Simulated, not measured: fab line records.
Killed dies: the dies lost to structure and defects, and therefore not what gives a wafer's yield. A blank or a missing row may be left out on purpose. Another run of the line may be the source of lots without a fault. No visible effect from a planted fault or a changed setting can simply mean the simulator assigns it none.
A sampling plan put to the test	flow gf180mcu	one fab line, 63 faults that these records tell of, each judged on the records of the lots that it struck
What counts as the plan is the set of the line's own looks, namely the steps on the route at which a gauge or an inspection reads a wafer and does not change it. A look is open to judgement when struck wafers have a number at it and the file gives its usual mean and standard deviation on fault-free wafers. Caught: at a look after the fault's first step, the mean of the struck wafers lies 4 or more of those standard deviations (sigma) from the usual mean. On the tool: here the same test is run on the tool's own readings at the fault's steps. It also counts as caught if the struck wafers ran another recipe or if their record alone is blank.

== THE FAULTS, as the simulator had put them in ==
1. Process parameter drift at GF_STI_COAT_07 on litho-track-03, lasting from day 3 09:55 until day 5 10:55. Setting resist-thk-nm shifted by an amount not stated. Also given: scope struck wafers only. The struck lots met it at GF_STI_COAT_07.
2. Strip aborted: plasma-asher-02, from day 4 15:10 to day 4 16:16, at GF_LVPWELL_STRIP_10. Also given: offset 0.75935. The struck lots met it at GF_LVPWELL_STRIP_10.
3. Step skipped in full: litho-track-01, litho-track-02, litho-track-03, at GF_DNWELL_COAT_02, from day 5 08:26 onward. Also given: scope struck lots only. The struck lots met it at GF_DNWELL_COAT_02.
4. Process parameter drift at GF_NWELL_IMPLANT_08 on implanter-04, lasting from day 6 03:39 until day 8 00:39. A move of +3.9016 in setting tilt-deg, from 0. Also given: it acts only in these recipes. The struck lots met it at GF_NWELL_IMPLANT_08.
5. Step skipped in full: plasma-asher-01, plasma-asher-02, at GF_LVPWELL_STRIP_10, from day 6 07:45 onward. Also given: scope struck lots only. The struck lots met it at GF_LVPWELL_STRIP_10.
6. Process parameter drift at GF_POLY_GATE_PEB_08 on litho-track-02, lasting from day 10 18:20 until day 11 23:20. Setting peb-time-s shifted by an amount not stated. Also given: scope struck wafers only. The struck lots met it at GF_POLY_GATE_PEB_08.
7. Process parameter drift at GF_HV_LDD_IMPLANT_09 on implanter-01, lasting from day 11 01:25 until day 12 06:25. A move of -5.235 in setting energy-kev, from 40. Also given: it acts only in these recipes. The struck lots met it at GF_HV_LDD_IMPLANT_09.
8. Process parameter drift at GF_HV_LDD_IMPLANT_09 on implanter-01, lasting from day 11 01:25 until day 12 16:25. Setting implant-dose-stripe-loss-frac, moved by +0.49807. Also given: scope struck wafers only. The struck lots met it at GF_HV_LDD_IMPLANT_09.
9. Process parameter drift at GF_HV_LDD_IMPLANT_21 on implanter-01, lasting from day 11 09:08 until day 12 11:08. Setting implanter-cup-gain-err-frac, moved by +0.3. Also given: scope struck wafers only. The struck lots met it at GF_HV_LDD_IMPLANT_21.
10. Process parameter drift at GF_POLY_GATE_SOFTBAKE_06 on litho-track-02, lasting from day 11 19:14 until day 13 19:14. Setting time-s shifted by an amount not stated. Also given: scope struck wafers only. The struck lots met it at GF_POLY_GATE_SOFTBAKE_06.
11. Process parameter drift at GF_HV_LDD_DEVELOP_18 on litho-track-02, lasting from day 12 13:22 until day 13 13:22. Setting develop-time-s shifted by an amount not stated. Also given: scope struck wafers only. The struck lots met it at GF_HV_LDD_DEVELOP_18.
12. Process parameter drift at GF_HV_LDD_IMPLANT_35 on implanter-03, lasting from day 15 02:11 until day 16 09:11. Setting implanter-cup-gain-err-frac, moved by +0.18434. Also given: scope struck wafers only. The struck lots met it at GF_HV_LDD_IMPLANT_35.
13. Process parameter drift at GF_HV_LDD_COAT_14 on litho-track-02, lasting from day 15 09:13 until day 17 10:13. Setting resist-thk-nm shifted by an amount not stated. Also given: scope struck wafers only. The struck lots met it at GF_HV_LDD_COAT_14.
14. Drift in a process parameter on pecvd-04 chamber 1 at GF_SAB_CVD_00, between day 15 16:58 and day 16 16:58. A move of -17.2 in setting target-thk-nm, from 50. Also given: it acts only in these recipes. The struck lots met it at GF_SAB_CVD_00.
15. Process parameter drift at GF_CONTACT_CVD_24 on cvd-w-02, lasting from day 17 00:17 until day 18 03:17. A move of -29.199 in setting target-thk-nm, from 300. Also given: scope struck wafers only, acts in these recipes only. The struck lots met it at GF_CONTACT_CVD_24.
16. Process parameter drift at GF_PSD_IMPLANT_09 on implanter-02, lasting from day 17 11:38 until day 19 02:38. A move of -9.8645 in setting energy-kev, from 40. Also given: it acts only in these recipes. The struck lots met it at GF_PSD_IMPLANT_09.
17. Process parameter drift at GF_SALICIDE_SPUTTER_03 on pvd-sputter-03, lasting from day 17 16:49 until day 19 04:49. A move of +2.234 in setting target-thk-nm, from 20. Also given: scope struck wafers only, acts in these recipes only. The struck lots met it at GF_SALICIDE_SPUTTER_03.
18. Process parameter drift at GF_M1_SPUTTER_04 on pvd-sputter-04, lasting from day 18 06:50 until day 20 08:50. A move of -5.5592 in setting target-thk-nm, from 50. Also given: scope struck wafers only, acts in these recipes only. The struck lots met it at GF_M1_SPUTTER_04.
19. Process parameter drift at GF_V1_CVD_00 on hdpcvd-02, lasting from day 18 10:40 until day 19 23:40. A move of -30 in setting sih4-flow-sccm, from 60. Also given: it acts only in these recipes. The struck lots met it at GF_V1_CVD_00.
20. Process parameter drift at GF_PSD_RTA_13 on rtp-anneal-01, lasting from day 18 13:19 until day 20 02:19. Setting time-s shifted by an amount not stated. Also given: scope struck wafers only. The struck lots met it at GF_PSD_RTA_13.
21. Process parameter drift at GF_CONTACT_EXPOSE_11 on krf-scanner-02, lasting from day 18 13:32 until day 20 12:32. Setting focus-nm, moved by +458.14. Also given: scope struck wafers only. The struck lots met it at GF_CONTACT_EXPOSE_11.
22. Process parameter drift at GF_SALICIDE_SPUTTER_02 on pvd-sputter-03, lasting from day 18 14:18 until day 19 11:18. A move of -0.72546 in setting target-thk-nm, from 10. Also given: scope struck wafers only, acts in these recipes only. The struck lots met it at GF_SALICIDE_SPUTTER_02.
23. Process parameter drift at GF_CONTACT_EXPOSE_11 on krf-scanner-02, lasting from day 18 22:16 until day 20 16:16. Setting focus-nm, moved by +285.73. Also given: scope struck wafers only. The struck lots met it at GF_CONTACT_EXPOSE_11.
24. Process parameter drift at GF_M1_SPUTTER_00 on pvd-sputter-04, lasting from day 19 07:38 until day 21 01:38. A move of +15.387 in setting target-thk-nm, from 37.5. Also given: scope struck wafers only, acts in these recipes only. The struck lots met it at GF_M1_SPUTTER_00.
25. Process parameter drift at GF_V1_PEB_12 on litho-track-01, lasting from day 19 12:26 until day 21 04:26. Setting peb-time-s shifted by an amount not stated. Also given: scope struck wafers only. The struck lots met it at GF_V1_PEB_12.
26. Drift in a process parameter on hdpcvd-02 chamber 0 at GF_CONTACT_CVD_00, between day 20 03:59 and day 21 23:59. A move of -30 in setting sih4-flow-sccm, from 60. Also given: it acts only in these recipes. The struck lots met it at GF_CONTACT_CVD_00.
27. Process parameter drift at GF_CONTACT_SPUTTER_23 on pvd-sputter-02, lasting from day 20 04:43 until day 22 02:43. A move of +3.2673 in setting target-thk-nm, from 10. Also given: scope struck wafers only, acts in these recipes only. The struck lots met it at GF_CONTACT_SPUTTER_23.
28. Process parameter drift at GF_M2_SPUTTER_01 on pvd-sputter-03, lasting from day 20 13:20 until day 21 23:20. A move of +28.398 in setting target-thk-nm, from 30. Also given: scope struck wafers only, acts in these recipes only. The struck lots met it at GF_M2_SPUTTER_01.
29. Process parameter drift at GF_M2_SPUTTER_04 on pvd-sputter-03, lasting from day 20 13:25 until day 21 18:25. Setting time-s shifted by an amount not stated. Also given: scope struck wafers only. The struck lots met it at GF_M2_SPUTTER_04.
30. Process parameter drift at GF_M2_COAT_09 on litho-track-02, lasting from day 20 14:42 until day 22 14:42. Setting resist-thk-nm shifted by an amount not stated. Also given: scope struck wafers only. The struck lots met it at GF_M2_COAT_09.
31. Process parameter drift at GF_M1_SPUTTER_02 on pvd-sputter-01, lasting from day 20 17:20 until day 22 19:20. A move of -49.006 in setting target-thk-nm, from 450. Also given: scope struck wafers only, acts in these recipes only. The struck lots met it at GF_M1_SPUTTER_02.
32. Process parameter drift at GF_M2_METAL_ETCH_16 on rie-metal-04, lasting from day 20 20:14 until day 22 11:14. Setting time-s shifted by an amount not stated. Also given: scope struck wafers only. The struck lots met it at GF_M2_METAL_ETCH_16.
33. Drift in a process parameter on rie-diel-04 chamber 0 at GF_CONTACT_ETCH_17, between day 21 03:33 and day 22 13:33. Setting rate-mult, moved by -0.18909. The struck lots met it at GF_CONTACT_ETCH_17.
34. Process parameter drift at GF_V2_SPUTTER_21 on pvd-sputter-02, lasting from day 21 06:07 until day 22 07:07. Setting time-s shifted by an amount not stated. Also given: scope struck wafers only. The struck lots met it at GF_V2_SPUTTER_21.
35. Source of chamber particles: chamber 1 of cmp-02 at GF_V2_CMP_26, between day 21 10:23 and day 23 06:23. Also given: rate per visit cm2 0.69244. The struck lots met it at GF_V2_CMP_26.
36. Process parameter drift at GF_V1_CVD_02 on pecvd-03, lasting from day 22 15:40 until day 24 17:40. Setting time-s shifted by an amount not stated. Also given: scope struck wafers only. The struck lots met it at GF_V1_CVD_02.
37. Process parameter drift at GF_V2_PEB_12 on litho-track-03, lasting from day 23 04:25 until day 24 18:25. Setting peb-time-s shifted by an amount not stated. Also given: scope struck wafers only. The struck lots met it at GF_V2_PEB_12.
38. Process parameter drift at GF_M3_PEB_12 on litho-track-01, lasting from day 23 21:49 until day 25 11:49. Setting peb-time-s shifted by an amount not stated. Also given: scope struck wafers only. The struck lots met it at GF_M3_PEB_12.
39. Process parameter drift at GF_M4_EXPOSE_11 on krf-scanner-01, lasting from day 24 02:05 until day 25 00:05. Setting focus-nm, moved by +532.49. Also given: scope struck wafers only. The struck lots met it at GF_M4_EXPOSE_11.
40. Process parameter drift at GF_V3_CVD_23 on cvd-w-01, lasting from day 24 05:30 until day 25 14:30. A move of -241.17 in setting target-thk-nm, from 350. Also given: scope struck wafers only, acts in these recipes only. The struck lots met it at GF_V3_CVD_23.
41. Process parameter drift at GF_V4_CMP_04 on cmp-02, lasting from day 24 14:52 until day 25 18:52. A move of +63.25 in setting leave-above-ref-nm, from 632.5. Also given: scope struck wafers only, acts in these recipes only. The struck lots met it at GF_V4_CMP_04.
42. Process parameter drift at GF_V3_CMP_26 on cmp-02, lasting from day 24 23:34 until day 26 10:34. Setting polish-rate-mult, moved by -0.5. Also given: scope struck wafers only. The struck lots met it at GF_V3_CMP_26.
43. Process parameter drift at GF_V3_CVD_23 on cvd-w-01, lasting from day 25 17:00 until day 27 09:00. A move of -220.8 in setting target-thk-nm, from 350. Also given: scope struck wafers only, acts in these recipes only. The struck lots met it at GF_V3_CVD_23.
44. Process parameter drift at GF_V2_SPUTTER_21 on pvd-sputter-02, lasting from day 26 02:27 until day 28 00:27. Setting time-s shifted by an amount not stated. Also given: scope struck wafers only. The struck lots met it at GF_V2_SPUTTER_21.
45. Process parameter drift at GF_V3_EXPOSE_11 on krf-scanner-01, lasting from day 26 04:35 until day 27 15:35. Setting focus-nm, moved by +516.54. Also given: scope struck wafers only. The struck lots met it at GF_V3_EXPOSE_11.
46. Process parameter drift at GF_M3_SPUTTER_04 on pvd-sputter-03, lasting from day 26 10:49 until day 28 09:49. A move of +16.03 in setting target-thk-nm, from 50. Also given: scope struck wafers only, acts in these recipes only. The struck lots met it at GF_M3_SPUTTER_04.
47. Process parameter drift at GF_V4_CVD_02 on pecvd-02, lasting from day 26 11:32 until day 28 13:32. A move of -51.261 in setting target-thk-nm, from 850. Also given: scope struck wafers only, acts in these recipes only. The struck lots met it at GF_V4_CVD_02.
48. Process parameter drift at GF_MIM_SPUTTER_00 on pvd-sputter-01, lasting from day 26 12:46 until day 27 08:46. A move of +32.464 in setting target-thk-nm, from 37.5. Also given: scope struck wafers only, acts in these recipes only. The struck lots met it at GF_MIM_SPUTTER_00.
49. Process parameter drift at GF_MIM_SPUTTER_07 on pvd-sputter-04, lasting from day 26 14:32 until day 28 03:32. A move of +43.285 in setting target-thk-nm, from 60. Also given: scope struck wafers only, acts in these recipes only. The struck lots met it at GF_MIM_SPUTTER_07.
50. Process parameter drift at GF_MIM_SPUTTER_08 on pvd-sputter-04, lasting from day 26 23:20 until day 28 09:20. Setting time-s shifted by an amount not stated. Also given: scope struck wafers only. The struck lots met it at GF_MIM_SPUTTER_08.
51. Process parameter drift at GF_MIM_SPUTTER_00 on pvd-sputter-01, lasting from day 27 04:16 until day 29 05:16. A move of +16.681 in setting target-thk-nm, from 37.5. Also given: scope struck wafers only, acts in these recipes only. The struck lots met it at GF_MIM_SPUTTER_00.
52. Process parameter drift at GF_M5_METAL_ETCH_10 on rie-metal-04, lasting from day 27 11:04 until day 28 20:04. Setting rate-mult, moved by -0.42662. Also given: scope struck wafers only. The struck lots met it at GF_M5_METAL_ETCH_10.
53. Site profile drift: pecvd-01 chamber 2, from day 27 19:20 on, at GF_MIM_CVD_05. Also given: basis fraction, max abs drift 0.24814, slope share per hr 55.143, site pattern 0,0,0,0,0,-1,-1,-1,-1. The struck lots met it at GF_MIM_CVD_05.
54. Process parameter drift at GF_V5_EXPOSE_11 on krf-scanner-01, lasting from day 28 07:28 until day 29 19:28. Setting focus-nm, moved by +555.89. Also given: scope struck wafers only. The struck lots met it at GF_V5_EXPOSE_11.
55. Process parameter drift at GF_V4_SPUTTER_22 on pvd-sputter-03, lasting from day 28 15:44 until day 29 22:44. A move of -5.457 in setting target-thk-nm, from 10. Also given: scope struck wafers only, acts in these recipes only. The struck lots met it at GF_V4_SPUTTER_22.
56. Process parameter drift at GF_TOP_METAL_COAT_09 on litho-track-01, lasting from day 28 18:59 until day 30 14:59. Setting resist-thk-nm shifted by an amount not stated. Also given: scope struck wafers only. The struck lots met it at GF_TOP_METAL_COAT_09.
57. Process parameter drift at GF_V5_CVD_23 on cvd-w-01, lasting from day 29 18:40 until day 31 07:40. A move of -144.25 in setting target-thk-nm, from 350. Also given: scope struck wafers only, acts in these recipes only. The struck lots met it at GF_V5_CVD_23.
58. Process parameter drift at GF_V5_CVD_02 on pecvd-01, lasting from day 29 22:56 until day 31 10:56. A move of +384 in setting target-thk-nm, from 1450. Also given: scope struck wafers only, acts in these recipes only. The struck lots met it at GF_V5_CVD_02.
59. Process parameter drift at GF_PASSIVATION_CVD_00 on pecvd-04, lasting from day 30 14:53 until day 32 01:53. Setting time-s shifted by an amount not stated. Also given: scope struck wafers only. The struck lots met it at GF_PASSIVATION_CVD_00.
60. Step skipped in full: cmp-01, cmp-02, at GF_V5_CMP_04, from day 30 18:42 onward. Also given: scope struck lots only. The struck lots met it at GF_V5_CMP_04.
61. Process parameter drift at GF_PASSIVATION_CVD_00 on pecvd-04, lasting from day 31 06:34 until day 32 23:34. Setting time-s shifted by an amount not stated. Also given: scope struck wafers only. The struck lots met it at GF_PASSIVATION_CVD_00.
62. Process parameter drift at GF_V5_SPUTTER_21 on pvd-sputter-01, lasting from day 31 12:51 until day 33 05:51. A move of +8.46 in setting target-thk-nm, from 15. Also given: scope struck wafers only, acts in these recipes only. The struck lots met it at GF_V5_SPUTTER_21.
63. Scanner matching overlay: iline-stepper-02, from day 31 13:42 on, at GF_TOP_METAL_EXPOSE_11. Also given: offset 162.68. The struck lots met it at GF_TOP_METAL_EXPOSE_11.

== WHAT THE PLAN SAW ==
fault	on the tool itself	first look that catches it	reading, sigma	median hours from its first step to that look	hours from the fault's start to the first struck lot there	judged looks passed uncaught
1	under 2 sigma	GF_STI_CD_MEAS_12	cd-nm -4.6	6.6	8	0
2	oes-product-au +50 sigma	GF_MVSD_TW_MEAS_11	MVSD_TW -99 or beyond	13.3	14	0
3	the tool's record is blank for the struck wafers	GF_NWELL_TW_MEAS_11	NWELL_TW +18	20.9	23	0
4	tilt-deg +99 or beyond sigma	GF_NWELL_TW_MEAS_11	NWELL_TW +11	0.4	3	0
5	the tool's record is blank for the struck wafers	GF_MVSD_TW_MEAS_11	MVSD_TW -99 or beyond	14.5	17	1
6	heater-power-total-W +99 or beyond sigma	GF_POLY_GATE_CD_MEAS_10	cd-nm +15	0.4	22	0
7	beam-energy-keV -99 or beyond sigma	GF_HV_LDD_TW_MEAS_11	HV_LDD_TW -5.4	0.2	4	0
8	under 2 sigma	GF_HV_LDD_TW_MEAS_11	HV_LDD_TW -4.4	0.2	4	0
9	faraday-current-uA +16 sigma	GF_HV_LDD_TW_MEAS_23	HV_LDD_2_TW -7.7	0.3	1	0
10	run-length-s +83 sigma	none of the 2 looks that can be judged after it	strongest: cd-nm at GF_POLY_GATE_CD_MEAS_10, -2.4	-	-	2
11	under 2 sigma	GF_HV_LDD_CD_MEAS_19	cd-nm -13	0.1	10	0
12	faraday-current-uA +10.0 sigma	none of the 2 looks that can be judged after it	strongest: HV_LDD_RS at GF_HV_LDD_RS_MEAS_53, +3.1	-	-	2
13	no reading that can be judged	no look after it can be judged	-	-	-	0
14	under 2 sigma	GF_SAB_THK_MEAS_01	SAB_CVD_00_THK -21	0.0	4	0
15	under 2 sigma	GF_CONTACT_RS_MEAS_25	CONTACT_W_RS +10	0.1	2	0
16	beam-energy-keV -99 or beyond sigma	GF_PSD_TW_MEAS_11	PSD_TW -12	0.2	10	0
17	under 2 sigma	GF_SALICIDE_THK_MEAS_05	SALICIDE_TIN_THK +6.3	0.2	2	0
18	under 2 sigma	none of the 7 looks that can be judged after it	-	-	-	7
19	sih4-flow-sccm -99 or beyond sigma	GF_V1_THK_MEAS_01	V1_CVD_00_THK -33	0.1	6	0
20	run-length-s -50 sigma	GF_PSD_RS_MEAS_14	NSD_RS +32	0.1	10	0
21	no reading that can be judged	GF_CONTACT_CD_MEAS_14	cd-nm -11	13.2	26	0
22	under 2 sigma	none of the 2 looks that can be judged after it	strongest: SALICIDE_TIN_RS at GF_SALICIDE_RS_MEAS_04, +3.2	-	-	2
23	no reading that can be judged	GF_CONTACT_CD_MEAS_14	cd-nm -4.3	12.2	17	0
24	under 2 sigma	none of the 2 looks that can be judged after it	-	-	-	2
25	no reading that can be judged	GF_V1_CD_MEAS_14	cd-nm +5.5	0.3	37	0
26	sih4-flow-sccm -99 or beyond sigma	GF_CONTACT_THK_MEAS_01	CONTACT_CVD_00_THK -33	0.1	2	0
27	under 2 sigma	no look after it can be judged	-	-	-	0
28	under 2 sigma	no look after it can be judged	-	-	-	0
29	under 2 sigma	GF_M2_THK_MEAS_06	M2_ALCU_THK +4.0	0.2	13	0
30	no reading that can be judged	GF_M2_CD_MEAS_14	cd-nm +4.4	10.9	42	0
31	under 2 sigma	GF_M1_RS_MEAS_05	M1_ALCU_RS +8.6	0.1	10	0
32	run-length-s +21 sigma	no look after it can be judged	-	-	-	0
33	under 2 sigma	not the one look that can be judged after it	-	-	-	1
34	under 2 sigma	no look after it can be judged	-	-	-	0
35	under 2 sigma	not the one look that can be judged after it	-	-	-	1
36	run-length-s +17 sigma	GF_V1_THK_MEAS_03	V1_CVD_02_THK +11	0.1	48	0
37	no reading that can be judged	GF_V2_CD_MEAS_14	cd-nm +5.9	0.4	4	0
38	no reading that can be judged	none of the 2 looks that can be judged after it	strongest: cd-nm at GF_M3_CD_MEAS_14, -2.8	-	-	2
39	no reading that can be judged	GF_M4_CD_MEAS_14	cd-nm -74	10.5	15	0
40	under 2 sigma	GF_V3_RS_MEAS_24	V3_W_RS +99 or beyond	0.1	2	0
41	only faintly: time-to-endpoint-s -3.8 sigma	not the one look that can be judged after it	-	-	-	1
42	overpolish-run-s -99 or beyond sigma	no look after it can be judged	-	-	-	0
43	under 2 sigma	GF_V3_RS_MEAS_24	V3_W_RS +99 or beyond	0.1	9	0
44	under 2 sigma	no look after it can be judged	-	-	-	0
45	under 2 sigma	GF_V3_CD_MEAS_14	cd-nm +11	10.0	28	0
46	under 2 sigma	not the one look that can be judged after it	strongest: M3_ALCU_THK at GF_M3_THK_MEAS_06, -3.4	-	-	1
47	under 2 sigma	none of the 2 looks that can be judged after it	strongest: V4_CVD_02_THK at GF_V4_THK_MEAS_03, -3.1	-	-	2
48	only faintly: chamber-pressure-pa -2.0 sigma	no look after it can be judged	-	-	-	0
49	under 2 sigma	no look after it can be judged	-	-	-	0
50	under 2 sigma	GF_MIM_RS_MEAS_10	MIM_ALCU_RS -9.1	0.1	9	0
51	under 2 sigma	no look after it can be judged	-	-	-	0
52	oes-product-au -35 sigma	no look after it can be judged	-	-	-	0
53	under 2 sigma	GF_MIM_THK_MEAS_06	MIM_CVD_05_THK -6.1	0.1	11	0
54	no reading that can be judged	GF_V5_CD_MEAS_14	cd-nm +12	10.5	16	0
55	only faintly: throttle-valve-pct -2.0 sigma	no look after it can be judged	-	-	-	0
56	no reading that can be judged	GF_TOP_METAL_CD_MEAS_14	cd-nm +15	9.1	42	0
57	under 2 sigma	GF_V5_RS_MEAS_24	V5_W_RS +42	0.1	1	0
58	under 2 sigma	GF_V5_THK_MEAS_03	V5_CVD_02_THK +20	0.1	19	0
59	run-length-s +35 sigma	GF_PASSIVATION_THK_MEAS_01	PASSIVATION_CVD_00_THK +15	0.1	24	0
60	the tool's record is blank for the struck wafers	not the one look that can be judged after it	-	-	-	1
61	run-length-s -4.4 sigma	not the one look that can be judged after it	-	-	-	1
62	under 2 sigma	no look after it can be judged	-	-	-	0
63	under 2 sigma	GF_TOP_METAL_OVL_MEAS_15	TOP_METAL_OVL +99 or beyond	8.0	17	0
Dash: fault not caught, or number not given in these records.

Caught at a look: 37 of 63. Caught on the tool: 20 of 63. By one or the other: 44 of 63.
Faults 10, 12, 32, 42, 52, 60, 61 were caught on the tool alone.
Caught at a look alone: faults 1, 8, 11, 14, 15, 17, 21, 23, 25, 29, 30, 31, 37, 39, 40, 43, 45, 50, 53, 54, 56, 57, 58, 63.
Caught by neither: faults 13, 18, 22, 24, 27, 28, 33, 34, 35, 38, 41, 44, 46, 47, 48, 49, 51, 55, 62.

== THINNER SAMPLING ==
If the look that catches a fault measured only every second or every third lot, by lot number, the first struck lot would be measured this late in the worst case:
fault	struck lots at that look, in order of time	every lot	every second lot	every third lot
1	L742, L744, L748	8 h	may miss all 3	may miss all 3
2	L442	14 h	may miss it	may miss it
3	L945, L946, L947	23 h	30 h	34 h
4	L295, L296	3 h	10 h	may miss all 2
5	L762, L763, L764	17 h	22 h	28 h
6	L204	22 h	may miss it	may miss it
7	L236, L238, L240	4 h	may miss all 3	27 h
8	L429, L431, L433	4 h	may miss all 3	27 h
9	L122, L126, L128	1 h	may miss all 3	may miss all 3
11	L477, L478	10 h	18 h	may miss all 2
14	L815, L817	4 h	may miss all 2	may miss all 2
15	L173, L175, L176	2 h	27 h	may miss all 3
16	L357, L358	10 h	15 h	may miss all 2
17	L238, L241	2 h	32 h	may miss all 2
19	L713, L716	6 h	34 h	may miss all 2
20	L309, L310, L312	10 h	14 h	may miss all 3
21	L649	26 h	may miss it	may miss it
23	L104, L105, L106	17 h	28 h	32 h
25	L861	37 h	may miss it	may miss it
26	L225, L226	2 h	8 h	may miss all 2
29	L726, L728	13 h	may miss all 2	may miss all 2
30	L981	42 h	may miss it	may miss it
31	L172, L175	10 h	32 h	may miss all 2
36	L790	48 h	may miss it	may miss it
37	L985	4 h	may miss it	may miss it
39	L781, L782, L783	15 h	25 h	28 h
40	L485, L488	2 h	27 h	may miss all 2
43	L149, L151	9 h	may miss all 2	may miss all 2
45	L687	28 h	may miss it	may miss it
50	L338	9 h	may miss it	may miss it
53	L594	11 h	may miss it	may miss it
54	L613, L615	16 h	may miss all 2	may miss all 2
56	L472	42 h	may miss it	may miss it
57	L889, L892, L893	1 h	23 h	may miss all 3
58	L302	19 h	may miss it	may miss it
59	L959	24 h	may miss it	may miss it
63	L191, L195	17 h	may miss all 2	may miss all 2
The hour figures run from when the fault began to the first measured lot among those it struck. 4 sigma limit: tested on the pooled struck wafers, so a lone lot may be under it. Other struck lots may not be in these records.

== THE LONGEST TIMED WAY FROM STEP TO LOOK ==
For fault 3, GF_DNWELL_COAT_02 and GF_NWELL_TW_MEAS_11 are separated by a median of 20.9 hours. No look between them can be judged.
